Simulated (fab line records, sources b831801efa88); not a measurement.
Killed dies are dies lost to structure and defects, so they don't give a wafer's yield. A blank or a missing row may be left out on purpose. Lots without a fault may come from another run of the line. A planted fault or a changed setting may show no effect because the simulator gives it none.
fab line records | flow sfq_line
record lots=5 wafers=23
route steps=325 shown I3@138 M4@155 I4@168 JJ@182 M5@199
start_h: hours from the record's first day to the start of the lot's first wafer shown | wait_h: hours since the lot's step before | " the same as in the row above | L1.1+2: a row that stands for several wafers | - no value, or no start given | * or withheld: withheld | < > ~ a bound
route shown NAME@n: a module of which the file shows steps, and the number in the route of the first | usual: mean/standard deviation of fault-free wafers | same: alike in all rows | chamber/n: place in a boat | sites: the reading at each site | _std_site: their standard deviation | _edge_site: outer sites' mean less inner sites' | radius_mm: how far each site lies from the wafer's centre | mask NAME#n: copy n | behind: the tool/chamber that last shaped the wafer | hold: why the lot was held/for how many hours/how that ended | device: the transistor (n, p or np) that didn't switch | end of line: the same wafers' tests at the end of the route | a step without rows: its recipe alone | killed: dies lost to structure and defects at the first sort, not the wafer's yield | map: a wafer's dies, x killed, . not, _ none there
set.NAME: the setting as run; set.NAME@STEP: as run at that earlier step | model.NAME: the simulator's own value behind a step, which no gauge read
lots whose settings were changed on purpose; a table a step, a row a wafer
## steps
# step SFQ_TRILAYER_I3_VIA_LITHO_COAT_085
# recipe resist=KrF spin_rpm=3000 resist_thk_nm=650
# columns lot.wafer tool chamber start_h wait_h set.resist_thk_nm model.KrF_of_TRILAYER_I3_VIA_LITHO_COAT_085.thk_nm
L074.3 litho_track-02 0 1005.44 0.2 650 651.6
L074.4 " 0 " " 650 653.2
L074.5 " 0 " " 650 652.4
L078.1 litho_track-02 0 1055.81 0.2 627.8 629.1
L078.2 " 0 " " 627.8 627.9
L078.4 " 0 " " 650 651.3
L078.5 " 0 " " 627.8 628.2
L078.6 " 0 " " 650 652.3
L079.1 litho_track-04 0 1081.08 0.2 650 650.6
L079.2 " 0 " " 650 650.2
L079.3 " 0 " " 650 649
L079.4 " 0 " " 650 649.8
L079.6 " 0 " " 650 649.7
L083.1 litho_track-02 0 1251.70 0.2 650 648.9
L083.2 " 0 " " 650 649.8
L083.4 " 0 " " 681.5 679.3
L083.5 " 0 " " 650 647.9
L083.6 " 0 " " 681.5 678.7
L084.1 litho_track-03 0 1257.70 0.2 650 648.5
L084.2 " 0 " " 650 650.5
L084.3 " 0 " " 650 652.5
L084.4 " 0 " " 650 650.2
L084.5 " 0 " " 650 651.6
# step SFQ_TRILAYER_I3_VIA_LITHO_SOFTBAKE_089
# recipe temp_c=withheld time_s=withheld resist=KrF
# step SFQ_TRILAYER_I3_VIA_LITHO_EXPOSE_086
# recipe mask_id=I3 na=0.6 source_shape=conventional sigma_outer=0.65 target_cd_nm=500 dose_mj=21.3
# step SFQ_TRILAYER_I3_VIA_LITHO_DEVELOP_087
# recipe time_s=60 resist=KrF
# step SFQ_TRILAYER_I3_VIA_BARC_OPEN_VIA_ETCH_121
# recipe mask_material=PR chemistry=O2 target_depth_nm=125 target=BARC source_w=500 bias_w=80 pressure_mtorr=30 time_s=41.7
# columns lot.wafer tool chamber start_h wait_h set.resist_thk_nm@TRILAYER_I3_VIA_LITHO_COAT_085 model.KrF_of_TRILAYER_I3_VIA_LITHO_COAT_085.thk_nm
L074.3 rie_diel-01 3 1146.00 0.0 650 574.2
L074.4 " 0 " " 650 576
L074.5 " 0 " " 650 575.4
L078.1 rie_diel-03 1 1197.00 0.0 627.8 552.1
L078.2 " 3 " " 627.8 552.2
L078.4 " 2 " " 650 574.9
L078.5 " 0 " " 627.8 551.2
L078.6 " 3 " " 650 576.9
L079.1 rie_diel-04 3 1218.60 0.0 650 574
L079.2 " 1 " " 650 573.1
L079.3 " 2 " " 650 572
L079.4 " 0 " " 650 574.1
L079.6 " 0 " " 650 574.2
L083.1 rie_diel-04 0 1382.28 0.0 650 572.5
L083.2 " 3 " " 650 573.5
L083.4 " 2 " " 681.5 602.8
L083.5 " 2 " " 650 570.9
L083.6 " 3 " " 681.5 602.5
L084.1 rie_diel-04 3 1390.80 0.0 650 571.5
L084.2 " 2 " " 650 573.2
L084.3 " 0 " " 650 575.1
L084.4 " 1 " " 650 571.2
L084.5 " 1 " " 650 572.5
# step SFQ_TRILAYER_I3_VIA_ETCH_VIA_ETCH_088
# recipe target=SiO2 stop_on=Nb mask_material=PR taper_deg=20 chemistry=CHF3 target_depth_nm=260 source_w=500 bias_w=80 pressure_mtorr=30 time_s=withheld
# usual oes_product_au=0.855/0.0058
# columns lot.wafer tool chamber start_h wait_h set.bias_w set.leave_above_ref_nm@TRILAYER_I3_CMP_CMP_082 set.resist_thk_nm@TRILAYER_I3_VIA_LITHO_COAT_085 oes_product_au model.I3.feature_depth_nm model.KrF_of_TRILAYER_I3_VIA_LITHO_COAT_085.thk_nm
L074.3 rie_diel-01 3 1146.04 0.0 80 200 650 0.861 200.7 528.9
L074.4 " 0 " " 80 200 650 0.859 199.7 531.5
L074.5 " 0 " " 80 200 650 0.860 201.9 531
L078.1 rie_diel-03 1 1197.04 0.0 80 200 627.8 0.864 201.5 506.7
L078.2 " 3 " " 80 191.2 627.8 0.832 189.9 508.3
L078.4 " 2 " " 80 191.2 650 0.838 192.1 529.8
L078.5 " 0 " " 80 200 627.8 0.861 200.1 505.8
L078.6 " 3 " " 80 191.2 650 0.835 191.5 533
L079.1 rie_diel-04 3 1218.64 0.0 82.78 200 650 0.851 197.9 529.2
L079.2 " 1 " " 80 200 650 0.862 202.8 527.8
L079.3 " 2 " " 82.78 200 650 0.856 200.2 526.3
L079.4 " 0 " " 80 195.6 650 0.844 195.9 530.6
L079.6 " 0 " " 82.78 195.6 650 0.845 194.9 529.6
L083.1 rie_diel-04 0 1382.32 0.0 80 192.8 650 0.840 193.9 528
L083.2 " 3 " " 84.42 192.8 650 0.838 194.9 528.3
L083.4 " 2 " " 80 200 681.5 0.858 198.1 558.3
L083.5 " 2 " " 84.42 200 650 0.854 201.5 525.5
L083.6 " 3 " " 80 192.8 681.5 0.843 193 558.5
L084.1 rie_diel-04 3 1390.84 0.0 80 200 650 0.843 197.9 527.7
L084.2 " 2 " " 80 195.8 650 0.835 193.1 528.9
L084.3 " 0 " " 80 200 650 0.859 199.9 530.8
L084.4 " 1 " " 71.01 195.8 650 0.849 196.1 527.4
L084.5 " 1 " " 71.01 200 650 0.850 199.9 528.6
# step SFQ_TRILAYER_M4_LITHO_EXPOSE_094
# recipe mask_id=M4 na=0.6 source_shape=conventional sigma_outer=0.65 target_cd_nm=500 dose_mj=14.4
# columns lot.wafer tool chamber start_h wait_h mask set.dose_mj
L074.3+4+5 krf_scanner-01 0 1289.43 - M4#0 14.4
L078.1+6 krf_scanner-01 0 1336.49 - M4#0 14.4
L078.2+4+5 " 0 " " M4#0 13.97
L079.1+2+3+4+6 krf_scanner-01 0 1356.69 - M4#0 14.4
L083.1+5+6 krf_scanner-02 0 1384.26 - M4#0 14.4
L083.2+4 " 0 " " M4#0 13.58
L084.1+2+5 krf_scanner-02 0 1406.82 - M4#0 14.4
L084.3+4 " 0 " " M4#0 14.04
# step SFQ_TRILAYER_M4_LITHO_PEB_096
# recipe peb_temp_c=115 peb_time_s=60 resist=KrF
# step SFQ_TRILAYER_M4_LITHO_DEVELOP_095
# recipe time_s=60 resist=KrF
# step SFQ_TRILAYER_M4_BARC_OPEN_METAL_ETCH_123
# recipe mask_material=PR chemistry=O2 target_depth_nm=125 target=BARC icp_w=600 bias_w=80 pressure_mtorr=10 time_s=41.7
# columns lot.wafer tool chamber start_h wait_h set.dose_mj@TRILAYER_M4_LITHO_EXPOSE_094 model.M4.cd_nm
L074.3 rie_metal-02 1 1290.61 0.1 14.4 502.3
L074.4 " 1 " " 14.4 501.8
L074.5 " 1 " " 14.4 502.6
L078.1 rie_metal-02 1 1338.02 0.0 14.4 500.1
L078.2 " 0 " " 13.97 503.4
L078.4 " 0 " " 13.97 503.8
L078.5 " 1 " " 13.97 504.9
L078.6 " 0 " " 14.4 499.9
L079.1 rie_metal-01 1 1358.23 0.0 14.4 500.5
L079.2 " 0 " " 14.4 499.9
L079.3 " 1 " " 14.4 500.9
L079.4 " 0 " " 14.4 498.4
L079.6 " 1 " " 14.4 500
L083.1+5 rie_metal-02 0 1385.79 0.0 14.4 500.3
L083.2 " 1 " " 13.58 511.4
L083.4 " 1 " " 13.58 511.8
L083.6 " 1 " " 14.4 502.9
L084.1 rie_metal-01 1 1408.35 0.0 14.4 501
L084.2 " 0 " " 14.4 500.1
L084.3 " 1 " " 14.04 505.5
L084.4 " 0 " " 14.04 504.1
L084.5 " 1 " " 14.4 499.4
# step SFQ_TRILAYER_M4_ETCH_METAL_ETCH_096
# recipe target=Nb stop_on=SiO2 mask_material=PR chemistry=Cl2/Ar target_depth_nm=240 icp_w=600 bias_w=80 pressure_mtorr=10 time_s=125
# columns lot.wafer tool chamber start_h wait_h set.dose_mj@TRILAYER_M4_LITHO_EXPOSE_094 model.M4.cd_nm
L074.3 rie_metal-02 1 1290.77 0.1 14.4 500.8
L074.4 " 1 " " 14.4 500.4
L074.5 " 1 " " 14.4 501.6
L078.1 rie_metal-02 1 1338.08 0.0 14.4 500.5
L078.2 " 0 " " 13.97 504.7
L078.4 " 0 " " 13.97 505.4
L078.5 " 1 " " 13.97 505.5
L078.6 " 0 " " 14.4 501.6
L079.1 rie_metal-01 1 1358.29 0.0 14.4 499.6
L079.2 " 0 " " 14.4 496.4
L079.3 " 1 " " 14.4 500.8
L079.4 " 0 " " 14.4 495.6
L079.6 " 1 " " 14.4 498.7
L083.1 rie_metal-02 0 1385.85 0.0 14.4 501.8
L083.2 " 1 " " 13.58 511.6
L083.4 " 1 " " 13.58 512.9
L083.5 " 0 " " 14.4 502.8
L083.6 " 1 " " 14.4 504.2
L084.1 rie_metal-01 1 1408.41 0.0 14.4 500.7
L084.2 " 0 " " 14.4 495.9
L084.3 " 1 " " 14.04 504.9
L084.4 " 0 " " 14.04 499.5
L084.5 " 1 " " 14.4 499
# step SFQ_TRILAYER_I4_VIA_LITHO_COAT_103
# recipe resist=KrF spin_rpm=3000 resist_thk_nm=650
# columns lot.wafer tool chamber start_h wait_h set.spin_rpm model.KrF_of_TRILAYER_I4_VIA_LITHO_COAT_103.thk_nm
L074.3 litho_track-03 0 1297.11 0.2 3000 654.4
L074.4 " 0 " " 3000 653.8
L074.5 " 0 " " 3000 652.9
L078.1 litho_track-01 0 1344.32 0.2 3000 650.7
L078.2 " 0 " " 3000 652.2
L078.4 " 0 " " 3000 653
L078.5 " 0 " " 3000 651.3
L078.6 " 0 " " 3000 649.1
L079.1 litho_track-03 0 1366.90 0.2 2895 662.1
L079.2 " 0 " " 3000 650.1
L079.3 " 0 " " 2895 660.9
L079.4 " 0 " " 2895 663.6
L079.6 " 0 " " 3000 649.1
L083.1 litho_track-03 0 1405.90 0.2 3000 649.3
L083.2 " 0 " " 2876 663.6
L083.4 " 0 " " 3000 649.5
L083.5 " 0 " " 2876 661.8
L083.6 " 0 " " 2876 662.4
L084.1 litho_track-04 0 1417.10 0.2 3207 627.1
L084.2 " 0 " " 3207 627.5
L084.3 " 0 " " 3000 650
L084.4 " 0 " " 3000 646.3
L084.5 " 0 " " 3000 647.6
# step SFQ_TRILAYER_I4_VIA_LITHO_SOFTBAKE_107
# recipe temp_c=withheld time_s=withheld resist=KrF
# step SFQ_TRILAYER_I4_VIA_LITHO_EXPOSE_104
# recipe mask_id=I4 na=0.6 source_shape=conventional sigma_outer=0.65 target_cd_nm=700 dose_mj=21.3
# step SFQ_TRILAYER_I4_VIA_LITHO_DEVELOP_105
# recipe time_s=60 resist=KrF
# step SFQ_TRILAYER_I4_VIA_BARC_OPEN_VIA_ETCH_146
# recipe mask_material=PR chemistry=O2 target_depth_nm=125 target=BARC source_w=500 bias_w=80 pressure_mtorr=30 time_s=41.7
# columns lot.wafer tool chamber start_h wait_h set.spin_rpm@TRILAYER_I4_VIA_LITHO_COAT_103 model.KrF_of_TRILAYER_I4_VIA_LITHO_COAT_103.thk_nm
L074.3 rie_diel-01 3 1299.67 0.0 3000 577.5
L074.4 " 2 " " 3000 576.9
L074.5 " 2 " " 3000 576
L078.1 rie_diel-04 3 1346.31 0.0 3000 574.8
L078.2 " 2 " " 3000 575.4
L078.4 " 0 " " 3000 576.8
L078.5 " 1 " " 3000 573.5
L078.6 " 0 " " 3000 573
L079.1 rie_diel-01 3 1377.51 0.0 2895 585.5
L079.2 " 0 " " 3000 573.3
L079.3 " 2 " " 2895 583
L079.4 " 0 " " 2895 586.7
L079.6 " 2 " " 3000 571.4
L083.1 rie_diel-02 0 1414.35 0.0 3000 572.6
L083.2 " 3 " " 2876 586.9
L083.4 " 2 " " 3000 573.7
L083.5 " 3 " " 2876 585
L083.6 " 2 " " 2876 586.2
L084.1 rie_diel-04 0 1421.55 0.0 3207 549.9
L084.2 " 1 " " 3207 549.7
L084.3 " 2 " " 3000 573.7
L084.4 " 3 " " 3000 570.3
L084.5 " 1 " " 3000 569.6
# step SFQ_TRILAYER_I4_VIA_ETCH_VIA_ETCH_106
# recipe target=SiO2 stop_on=Nb mask_material=PR taper_deg=20 chemistry=CHF3 target_depth_nm=260 source_w=500 bias_w=80 pressure_mtorr=30 time_s=withheld
# columns lot.wafer tool chamber start_h wait_h set.spin_rpm@TRILAYER_I4_VIA_LITHO_COAT_103 model.KrF_of_TRILAYER_I4_VIA_LITHO_COAT_103.thk_nm
L074.3 rie_diel-01 3 1299.71 0.0 3000 532.7
L074.4 " 2 " " 3000 532.4
L074.5 " 2 " " 3000 532.1
L078.1 rie_diel-04 3 1346.35 0.0 3000 531
L078.2 " 2 " " 3000 530.6
L078.4 " 0 " " 3000 533.2
L078.5 " 1 " " 3000 528.2
L078.6 " 0 " " 3000 528.8
L079.1 rie_diel-01 3 1377.55 0.0 2895 540.9
L079.2 " 0 " " 3000 528.3
L079.3 " 2 " " 2895 537.6
L079.4 " 0 " " 2895 542.5
L079.6 " 2 " " 3000 525.8
L083.1 rie_diel-02 0 1414.39 0.0 3000 528.1
L083.2 " 3 " " 2876 542.2
L083.4 " 2 " " 3000 529.6
L083.5 " 3 " " 2876 540.8
L083.6 " 2 " " 2876 542.6
L084.1 rie_diel-04 0 1421.59 0.0 3207 505.3
L084.2 " 1 " " 3207 504.1
L084.3 " 2 " " 3000 529.3
L084.4 " 3 " " 3000 527
L084.5 " 1 " " 3000 524.3
# step SFQ_TRILAYER_JJ_TRILAYER_DEP_SPUTTER_112
# recipe material=Nb base_pressure_pa=1.33e-06 chamber_pressure_pa=0.1333 substrate_temp_c=20 target_thk_nm=170 power_w=2000 time_s=113.3
# columns lot.wafer tool chamber start_h wait_h set.power_w model.Nb_of_TRILAYER_JJ_TRILAYER_DEP_SPUTTER_112.thk_nm
L074.3 pvd_sputter-03 - 1301.72 0.5 2000 169.3
L074.4 " - " " 2000 171.4
L074.5 " - " " 2000 170.4
L078.1 pvd_sputter-03 - 1348.36 0.5 1836 156.6
L078.2 " - " " 2000 168.1
L078.4 " - " " 2000 170.8
L078.5 " - " " 1836 155
L078.6 " - " " 2000 169.5
L079.1 pvd_sputter-03 - 1379.56 0.5 2140 180.8
L079.2 " - " " 2000 169.6
L079.3 " - " " 2000 170.6
L079.4 " - " " 2140 182.9
L079.6 " - " " 2000 170.8
L083.1 pvd_sputter-05 - 1416.42 0.5 1833 153.2
L083.2 " - " " 1833 155.4
L083.4 " - " " 2000 165.5
L083.5 " - " " 2000 170.5
L083.6 " - " " 2000 167.6
L084.1 pvd_sputter-04 - 1423.60 0.5 2000 173.2
L084.2 " - " " 1800 153.5
L084.3 " - " " 1800 154.4
L084.4 " - " " 2000 169.8
L084.5 " - " " 2000 170
# step SFQ_JJ_RS_MEAS_929
# recipe thk_meas_gauge=four-point-probe reads=Nb_of_TRILAYER_JJ_TRILAYER_DEP_SPUTTER_112
# usual JJ_NB_RS=1.049/0.011
# columns lot.wafer tool chamber start_h wait_h set.power_w@TRILAYER_JJ_TRILAYER_DEP_SPUTTER_112 JJ_NB_RS[ohm/sq]
L074.3 film_metro-03 - 1301.84 0.1 2000 1.052
L074.4 " - " " 2000 1.040
L074.5 " - " " 2000 1.047
L078.1 film_metro-03 - 1348.44 0.0 1836 1.141
L078.2 " - " " 2000 1.062
L078.4 " - " " 2000 1.045
L078.5 " - " " 1836 1.153
L078.6 " - " " 2000 1.052
L079.1 film_metro-01 - 1379.64 0.0 2140 0.986
L079.2 " - " " 2000 1.052
L079.3 " - " " 2000 1.045
L079.4 " - " " 2140 0.973
L079.6 " - " " 2000 1.043
L083.1 film_metro-01 - 1416.50 0.0 1833 1.167
L083.2 " - " " 1833 1.146
L083.4 " - " " 2000 1.079
L083.5 " - " " 2000 1.046
L083.6 " - " " 2000 1.062
L084.1 film_metro-03 - 1423.68 0.0 2000 1.030
L084.2 " - " " 1800 1.162
L084.3 " - " " 1800 1.157
L084.4 " - " " 2000 1.050
L084.5 " - " " 2000 1.048
# step SFQ_TRILAYER_JJ_CE_LITHO_PEB_117
# recipe peb_temp_c=115 peb_time_s=60 resist=KrF
# columns lot.wafer tool chamber start_h wait_h set.peb_temp_c
L074.3+4+5 litho_track-03 0 1303.98 0.7 115
L078.1+4 litho_track-03 0 1350.69 1.0 115
L078.2+5+6 " 0 " " 112
L079.1+3+6 litho_track-01 0 1391.09 1.0 115
L079.2+4 " 0 " " 117.2
L083.1+4+5 litho_track-02 0 1420.02 1.0 113.5
L083.2+6 " 0 " " 115
L084.1+3+4 litho_track-02 0 1426.02 1.0 115
L084.2+5 " 0 " " 116.1
# step SFQ_TRILAYER_JJ_CE_LITHO_DEVELOP_116
# recipe time_s=60 resist=KrF
# step SFQ_TRILAYER_JJ_CE_METRO_MEASURE_117
# usual cd_nm=699.6/1.4
# columns lot.wafer tool chamber start_h wait_h set.peb_temp_c@TRILAYER_JJ_CE_LITHO_PEB_117 cd_nm
L074.3 cd_sem-01 - 1304.66 0.4 115 697.6
L074.4 " - " " 115 698.7
L074.5 " - " " 115 699.0
L078.1 cd_sem-01 - 1351.03 0.0 115 697.7
L078.2 " - " " 112 759.1
L078.4 " - " " 115 697.6
L078.5 " - " " 112 759.4
L078.6 " - " " 112 760.0
L079.1 cd_sem-02 - 1391.43 0.0 115 699.9
L079.2 " - " " 117.2 664.5
L079.3 " - " " 115 701.1
L079.4 " - " " 117.2 663.1
L079.6 " - " " 115 701.3
L083.1 cd_sem-02 - 1420.35 0.0 113.5 730.1
L083.2 " - " " 115 700.8
L083.4 " - " " 113.5 730.6
L083.5 " - " " 113.5 728.6
L083.6 " - " " 115 701.0
L084.1 cd_sem-01 - 1426.35 0.0 115 700.5
L084.2 " - " " 116.1 679.0
L084.3 " - " " 115 699.3
L084.4 " - " " 115 698.1
L084.5 " - " " 116.1 680.9
# step SFQ_TRILAYER_JJ_CE_BARC_OPEN_RIE_150
# recipe mask_material=PR chemistry=O2 target_depth_nm=240 target=BARC icp_w=600 bias_w=80 pressure_mtorr=10 time_s=80
# columns lot.wafer tool chamber start_h wait_h set.peb_temp_c@TRILAYER_JJ_CE_LITHO_PEB_117 model.JJ.cd_nm
L074.3 rie_metal-04 0 1305.49 0.6 115 696.5
L074.4 " 1 " " 115 700.4
L074.5 " 0 " " 115 698
L078.1 rie_metal-04 1 1352.23 1.0 115 702.2
L078.2 " 0 " " 112 760.3
L078.4 " 1 " " 115 700.4
L078.5 " 1 " " 112 762.6
L078.6 " 0 " " 112 761.2
L079.1 rie_metal-03 1 1392.63 1.0 115 697.7
L079.2 " 0 " " 117.2 661.2
L079.3 " 0 " " 115 698.8
L079.4 " 1 " " 117.2 661.3
L079.6 " 1 " " 115 699.7
L083.1 rie_metal-01 0 1421.55 1.0 113.5 730.5
L083.2 " 1 " " 115 703.4
L083.4 " 1 " " 113.5 731.8
L083.5 " 0 " " 113.5 729.2
L083.6 " 1 " " 115 703.6
L084.1 rie_metal-04 0 1427.55 1.0 115 699.3
L084.2 " 1 " " 116.1 681.7
L084.3 " 1 " " 115 702.6
L084.4 " 0 " " 115 697.1
L084.5 " 1 " " 116.1 684.5
# step SFQ_TRILAYER_JJ_CE_ETCH_RIE_118
# recipe target=Nb stop_on=Al2O3 mask_material=PR taper_deg=13.257 over_etch_frac=0.15 time_s=97.7 chemistry=SF6 target_depth_nm=170 icp_w=588.7 bias_w=80 pressure_mtorr=10
# usual oes_product_au=0.986/0.0078
# columns lot.wafer tool chamber start_h wait_h set.power_w@TRILAYER_JJ_TRILAYER_DEP_SPUTTER_112 oes_product_au
L074.3 rie_metal-04 0 1305.59 0.1 2000 0.985
L074.4 " 1 " " 2000 0.985
L074.5 " 0 " " 2000 0.973
L078.1 rie_metal-04 1 1352.32 0.1 1836 0.953
L078.2 " 0 " " 2000 0.970
L078.4 " 1 " " 2000 0.987
L078.5 " 1 " " 1836 0.946
L078.6 " 0 " " 2000 0.982
L079.1 rie_metal-03 1 1392.72 0.1 2140 0.992
L079.2 " 0 " " 2000 0.971
L079.3 " 0 " " 2000 0.986
L079.4 " 1 " " 2140 1.001
L079.6 " 1 " " 2000 0.991
L083.1 rie_metal-01 0 1421.64 0.1 1833 0.934
L083.2 " 1 " " 1833 0.938
L083.4 " 1 " " 2000 0.976
L083.5 " 0 " " 2000 0.978
L083.6 " 1 " " 2000 0.980
L084.1 rie_metal-04 0 1427.64 0.1 2000 0.999
L084.2 " 1 " " 1800 0.937
L084.3 " 1 " " 1800 0.941
L084.4 " 0 " " 2000 0.999
L084.5 " 1 " " 2000 0.990
# step SFQ_TRILAYER_M5_LITHO_COAT_123
# recipe resist=KrF spin_rpm=3000 resist_thk_nm=600
# columns lot.wafer tool chamber start_h wait_h set.spin_rpm model.KrF_of_TRILAYER_M5_LITHO_COAT_123.thk_nm
L074.3 litho_track-04 0 1307.34 0.2 3000 597.9
L074.4 " 0 " " 3000 600.1
L074.5 " 0 " " 3000 596.8
L078.1 litho_track-03 0 1354.00 0.2 3000 598.8
L078.2 " 0 " " 2888 611.5
L078.4 " 0 " " 2888 610.6
L078.5 " 0 " " 2888 611.6
L078.6 " 0 " " 3000 600.6
L079.1 litho_track-04 0 1394.40 0.2 3000 598
L079.2 " 0 " " 3000 599.3
L079.3 " 0 " " 3000 599.7
L079.4 " 0 " " 3000 600.7
L079.6 " 0 " " 3000 600.4
L083.1 litho_track-02 0 1423.37 0.2 3209 581.3
L083.2 " 0 " " 3000 602.2
L083.4 " 0 " " 3000 601.2
L083.5 " 0 " " 3209 581.4
L083.6 " 0 " " 3209 582.1
L084.1+5 litho_track-02 0 1429.33 0.2 3200 580.7
L084.2 " 0 " " 3000 601.9
L084.3 " 0 " " 3200 581.4
L084.4 " 0 " " 3000 600.9
## key
split step=SFQ_TRILAYER_I3_VIA_LITHO_COAT_085 setting=resist_thk_nm stated=650 by=wafer
response step=SFQ_TRILAYER_I3_VIA_LITHO_COAT_085 reading=model.KrF_of_TRILAYER_I3_VIA_LITHO_COAT_085.thk_nm change=+6.43 per=1% r=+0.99
response step=SFQ_TRILAYER_I3_VIA_BARC_OPEN_VIA_ETCH_121 reading=model.KrF_of_TRILAYER_I3_VIA_LITHO_COAT_085.thk_nm change=+6.52 per=1% r=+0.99
response step=SFQ_TRILAYER_I3_VIA_ETCH_VIA_ETCH_088 reading=model.KrF_of_TRILAYER_I3_VIA_LITHO_COAT_085.thk_nm change=+6.67 per=1% r=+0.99
split step=SFQ_TRILAYER_I3_VIA_ETCH_VIA_ETCH_088 setting=bias_w stated=80 by=wafer
response none clear
split step=SFQ_TRILAYER_M4_LITHO_EXPOSE_094 setting=dose_mj stated=14.4 by=wafer
response step=SFQ_TRILAYER_M4_BARC_OPEN_METAL_ETCH_123 reading=model.M4.cd_nm change=-1.74 per=1% r=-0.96
response step=SFQ_TRILAYER_M4_ETCH_METAL_ETCH_096 reading=model.M4.cd_nm change=-1.57 per=1% r=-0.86
split step=SFQ_TRILAYER_I4_VIA_LITHO_COAT_103 setting=spin_rpm stated=3000 by=wafer
response step=SFQ_TRILAYER_I4_VIA_LITHO_COAT_103 reading=model.KrF_of_TRILAYER_I4_VIA_LITHO_COAT_103.thk_nm change=-3.14 per=1% r=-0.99
response step=SFQ_TRILAYER_I4_VIA_BARC_OPEN_VIA_ETCH_146 reading=model.KrF_of_TRILAYER_I4_VIA_LITHO_COAT_103.thk_nm change=-3.19 per=1% r=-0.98
response step=SFQ_TRILAYER_I4_VIA_ETCH_VIA_ETCH_106 reading=model.KrF_of_TRILAYER_I4_VIA_LITHO_COAT_103.thk_nm change=-3.28 per=1% r=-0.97
split step=SFQ_TRILAYER_JJ_TRILAYER_DEP_SPUTTER_112 setting=power_w stated=2000 by=wafer
response step=SFQ_TRILAYER_JJ_TRILAYER_DEP_SPUTTER_112 reading=model.Nb_of_TRILAYER_JJ_TRILAYER_DEP_SPUTTER_112.thk_nm change=+1.66 per=1% r=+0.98
response step=SFQ_JJ_RS_MEAS_929 reading=JJ_NB_RS change=-0.0112 per=1% r=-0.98
response step=SFQ_TRILAYER_JJ_CE_ETCH_RIE_118 reading=oes_product_au change=+0.00443 per=1% r=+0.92
split step=SFQ_TRILAYER_JJ_CE_LITHO_PEB_117 setting=peb_temp_c stated=115 by=wafer
response step=SFQ_TRILAYER_JJ_CE_METRO_MEASURE_117 reading=cd_nm change=-22 per=1% r=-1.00
response step=SFQ_TRILAYER_JJ_CE_BARC_OPEN_RIE_150 reading=model.JJ.cd_nm change=-21.4 per=1% r=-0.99
split step=SFQ_TRILAYER_M5_LITHO_COAT_123 setting=spin_rpm stated=3000 by=wafer
response step=SFQ_TRILAYER_M5_LITHO_COAT_123 reading=model.KrF_of_TRILAYER_M5_LITHO_COAT_123.thk_nm change=-2.99 per=1% r=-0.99
split outside_this_file step=SFQ_TRILAYER_I3_CMP_CMP_082 setting=leave_above_ref_nm
# split outside_this_file: this setting was split too, and the file shows its column; the key of that split is in another file
